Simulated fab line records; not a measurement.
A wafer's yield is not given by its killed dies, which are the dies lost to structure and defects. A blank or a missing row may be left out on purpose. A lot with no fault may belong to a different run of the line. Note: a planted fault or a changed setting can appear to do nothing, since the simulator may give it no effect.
Matching of chambers | flow gf180mcu | 4 sister chambers for GF_V1_CMP_26 on cmp-02
The step polishes, stops on SiO2, t overpolish 15 s, target thk 0 nm. 18 wafers are shown with their chamber, then 9 later ones without.

== WAFERS WITH THEIR CHAMBER ==
wafer  | chamber | time to endpoint s (s) | motor current A (A) | overpolish run s (s)
L081.3 | 1       | 81                     | 11.9                | 15.004
L081.4 | 0       | 89                     | 10.5                | 15.010
L081.6 | 3       | 82                     | 10.5                | 14.979
L084.1 | 3       | 84                     | 11.0                | 14.996
L084.3 | 2       | 93                     | 10.3                | 14.993
L084.4 | 1       | 86                     | 12.0                | 14.989
L085.1 | 2       | 91                     | 10.5                | 14.987
L085.5 | 1       | 86                     | 11.6                | 15.015
L085.6 | 2       | 91                     | 10.4                | 15.008
L086.1 | 1       | 85                     | 11.6                | 15.001
L086.3 | 2       | 90                     | 11.2                | 14.989
L086.5 | 3       | 85                     | 10.3                | 15.007
L087.2 | 0       | 87                     | 10.5                | 14.999
L087.4 | 1       | 82                     | 12.3                | 14.995
L087.5 | 0       | 86                     | 10.5                | 14.987
L092.4 | 0       | 87                     | 10.9                | 15.002
L092.5 | 1       | 90                     | 11.3                | 14.986
L092.6 | 2       | 91                     | 11.1                | 15.002

SIGNATURES (averages over the wafers above)
reading            | chamber 0 | chamber 1 | chamber 2 | chamber 3 | scatter within a chamber
time to endpoint s | 87.25     | 85.00     | 91.20     | 83.67     | 2.17
motor current A    | 10.600    | 11.783    | 10.700    | 10.600    | 0.349
overpolish run s   | 14.99950  | 14.99833  | 14.99580  | 14.99400  | 0.0105
Rule: for each reading, subtract the chamber's mean from the wafer's reading, divide by that reading's scatter and square the result; add these up over the readings and take the root, which gives the wafer's distance from the chamber. The wafer belongs to the nearest chamber; if the next one is less than 2 further off, it can't be placed. The scatter: take each reading less its chamber's mean, square it, sum over the shown wafers, divide by the number of wafers less the number of chambers, and take the root.

== WAFERS WITH NO CHAMBER GIVEN ==
wafer  | time to endpoint s (s) | motor current A (A) | overpolish run s (s)
L095.1 | 88                     | 11.9                | 14.998
L095.3 | 89                     | 10.3                | 15.010
L095.6 | 87                     | 10.9                | 15.003
L096.1 | 86                     | 11.2                | 14.988
L096.3 | 88                     | 10.7                | 14.989
L096.4 | 84                     | 10.6                | 14.999
L097.1 | 85                     | 11.1                | 15.000
L097.2 | 90                     | 11.1                | 14.999
L097.5 | 82                     | 11.8                | 14.988

== EACH ONE'S CHAMBER ==
wafer  | from the rows above               | in truth
L095.1 | 1                                 | 1
L095.3 | can't be placed: 0 or 2 or 3      | 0
L095.6 | can't be placed: 0 or 3 or 2 or 1 | 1
L096.1 | can't be placed: 1 or 3 or 0 or 2 | 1
L096.3 | can't be placed: 0 or 2 or 3      | 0
L096.4 | can't be placed: 3 or 0           | 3
L097.1 | can't be placed: 3 or 0 or 1 or 2 | 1
L097.2 | can't be placed: 2 or 0 or 1 or 3 | 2
L097.5 | can't be placed: 1 or 3           | 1
Correctly placed: 1 of 9. Cannot be placed on the basis of these rows: 8; the candidates contain the true chamber in 8. Wrongly placed: 0.
